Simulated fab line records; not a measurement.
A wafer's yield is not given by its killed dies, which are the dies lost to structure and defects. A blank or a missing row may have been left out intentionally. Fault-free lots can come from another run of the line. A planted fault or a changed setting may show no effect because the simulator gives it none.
Problem report, 8D (eight disciplines) form, completed by code    flow gf180mcu    the parts of the form that need people (team, actions taken, sign-off) are left out

== 1. PROBLEM STATEMENT ==
timeToEndpointS at GF_V3_CMP_04 reads a mean of 24 s on 2 wafers of 2 lots; wafers without a fault read 80 s with a standard deviation of 5.6. That puts it -10 standard deviations away from the usual mean.
The step: polishes SiO2.
First observed at day 26 17:38: wafer L416.4, on cmp-01. Wafers with a number at this step in the record: 36, from 12 lots. Rule for "out" (also "out of limits"): further than 4 standard deviations from the usual mean. The other wafers with a number count as sound.

== 2. WHAT IT IS, AND WHAT IT ISN'T ==
question                     is                 is not
which readings at this step  timeToEndpointS    headPressurePsi, motorCurrentA
which lots                   L416, L418         L402, L403, L404, L405, L407, L408, L409, L410, L411, L413
which wafers of those lots   L416.4, L418.1     L416.2, L416.3, L418.4, L418.6
read on which tools          cmp-01             cmp-02
when                         from day 26 17:38  up to then (32 sound wafers); but 2 sound wafers of L418 came after

== 3. THE SUSPECTS, EACH WITH WHAT RULES IT OUT ==
Counting: if a tool at a process step up to the reading ran every lot that is out, it stays a suspect. Sound lots after the first of them don't rule it out here, since some wafers of a struck lot are sound.
- cmp-01 at GF_V3_CMP_04 (polishes SiO2): kept. It ran every lot that is out, first L416 (day 26 17:38); its last sound lot up to then is L404 (day 22 19:50). On those wafers its own readings are out: timeToEndpointS.
- Within cmp-01 at GF_V3_CMP_04: the wafers that are out ran in chamber 0; their sound lot-mates ran in chambers 1, 2.
After counting, what remains is cmp-01 at GF_V3_CMP_04.

== 4. THE CAUSE (what the simulator had put in) ==
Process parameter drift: cmp-01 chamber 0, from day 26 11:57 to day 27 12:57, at GF_V3_CMP_04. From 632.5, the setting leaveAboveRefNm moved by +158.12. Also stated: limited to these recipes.
The count eliminated every tool but this one.

== 5. THE EFFECT CHAIN, in route order ==
One row per reading whose mean, taken over the struck wafers that have a number, lies over 3 standard deviations from the usual. Only readings for which the record gives a usual standard deviation are gone through. hours: the time from each lot's start at the first step in this table that gives one to its start at this step, as a median over the lots. sigmas: the change in usual standard deviations.
hours  step                     reading              usual       on struck wafers  change  sigmas
0      GF_V3_CMP_04             timeToEndpointS      80 s        24                -56     -10
-      GF_V3_ETCH_17            oesProductAu         0.856 a.u.  0.976             +0.120  +27
158    GF_PASSIVATION_PROBE_99  defectLimitedYield   90.5 %      83.7              -6.8    -5.3
158    GF_PASSIVATION_PROBE_99  killed_at_M0_to_M3   20          54                +34     +6.9
158    GF_PASSIVATION_PROBE_99  killedDies           47          80                +34     +5.2
158    GF_PASSIVATION_PROBE_99  sort_bin_5_function  5.5 %       12.8              +7.3    +7.8
158    GF_PASSIVATION_PROBE_99  sortNPass            445         412               -34     -5.2
158    GF_PASSIVATION_PROBE_99  sortYieldPct         90.5 %      83.7              -6.8    -5.3
The process steps in it:
- GF_V3_CMP_04: polishes SiO2.
- GF_V3_ETCH_17: etches SiO2 in C4F8/O2/Ar, stops on TiN, target depth 635 nm.
- GF_PASSIVATION_PROBE_99

== 6. HOW IT WOULD HAVE BEEN CAUGHT EARLIER ==
The fault began at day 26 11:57; the first out-of-limits reading in this record came at day 26 17:38, 6 hours later.
